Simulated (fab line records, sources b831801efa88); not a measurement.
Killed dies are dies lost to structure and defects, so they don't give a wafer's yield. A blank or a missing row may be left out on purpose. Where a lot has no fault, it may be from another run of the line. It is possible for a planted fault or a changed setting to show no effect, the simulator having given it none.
Chamber matching :: flow gf180mcu :: cmp-01 running GF_V2_CMP_04: 4 sister chambers
The step polishes SiO2. 8 wafers are shown with their chamber, then 8 later ones without.

WAFERS, EACH WITH ITS CHAMBER
wafer: L278.6
chamber: 1
motor_current_A (A): 12.1
retaining_ring_pressure_frac: 0.996

wafer: L281.2
chamber: 2
motor_current_A (A): 12.7
retaining_ring_pressure_frac: 0.995

wafer: L281.3
chamber: 3
motor_current_A (A): 13.1
retaining_ring_pressure_frac: 0.999

wafer: L281.5
chamber: 1
motor_current_A (A): 12.8
retaining_ring_pressure_frac: 0.993

wafer: L289.3
chamber: 0
motor_current_A (A): 10.7
retaining_ring_pressure_frac: 1.003

wafer: L289.5
chamber: 2
motor_current_A (A): 12.3
retaining_ring_pressure_frac: 1.003

wafer: L289.6
chamber: 3
motor_current_A (A): 13.8
retaining_ring_pressure_frac: 0.995

wafer: L291.3
chamber: 0
motor_current_A (A): 10.4
retaining_ring_pressure_frac: 1.005

WAFERS WITHOUT THEIR CHAMBER
wafer: L291.4
motor_current_A (A): 12.3
retaining_ring_pressure_frac: 0.996

wafer: L291.6
motor_current_A (A): 12.3
retaining_ring_pressure_frac: 1.000

wafer: L294.2
motor_current_A (A): 14.1
retaining_ring_pressure_frac: 0.996

wafer: L294.5
motor_current_A (A): 14.2
retaining_ring_pressure_frac: 1.010

wafer: L294.6
motor_current_A (A): 10.3
retaining_ring_pressure_frac: 0.997

wafer: L296.1
motor_current_A (A): 10.6
retaining_ring_pressure_frac: 1.002

wafer: L296.4
motor_current_A (A): 12.0
retaining_ring_pressure_frac: 1.005

wafer: L296.5
motor_current_A (A): 12.1
retaining_ring_pressure_frac: 1.008

EACH ONE'S CHAMBER
wafer: L291.4
from the rows above: can't be placed: 1 or 2
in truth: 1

wafer: L291.6
from the rows above: can't be placed: 2 or 1
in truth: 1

wafer: L294.2
from the rows above: 3
in truth: 3

wafer: L294.5
from the rows above: can't be placed: 3 or 2
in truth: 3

wafer: L294.6
from the rows above: 0
in truth: 0

wafer: L296.1
from the rows above: 0
in truth: 0

wafer: L296.4
from the rows above: can't be placed: 2 or 1 or 0
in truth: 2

wafer: L296.5
from the rows above: can't be placed: 2 or 1 or 0 or 3
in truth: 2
3 of 8 placed correctly. These rows do not allow placing 5 (true chamber among the candidates in 5). Placed wrongly: 0.
How it was worked out, from the rows above alone: a wafer's distance from a chamber is the root of the sum, over the readings, of the square of ((its reading less the chamber's mean) divided by the reading's scatter). If the next closest chamber is less than 2 further off than the closest, the wafer can't be placed; otherwise it belongs to the closest. A chamber's mean is the mean of its shown wafers. The scatter: take each reading less its chamber's mean, square it, sum over the shown wafers, divide by the number of wafers less the number of chambers, and take the root.
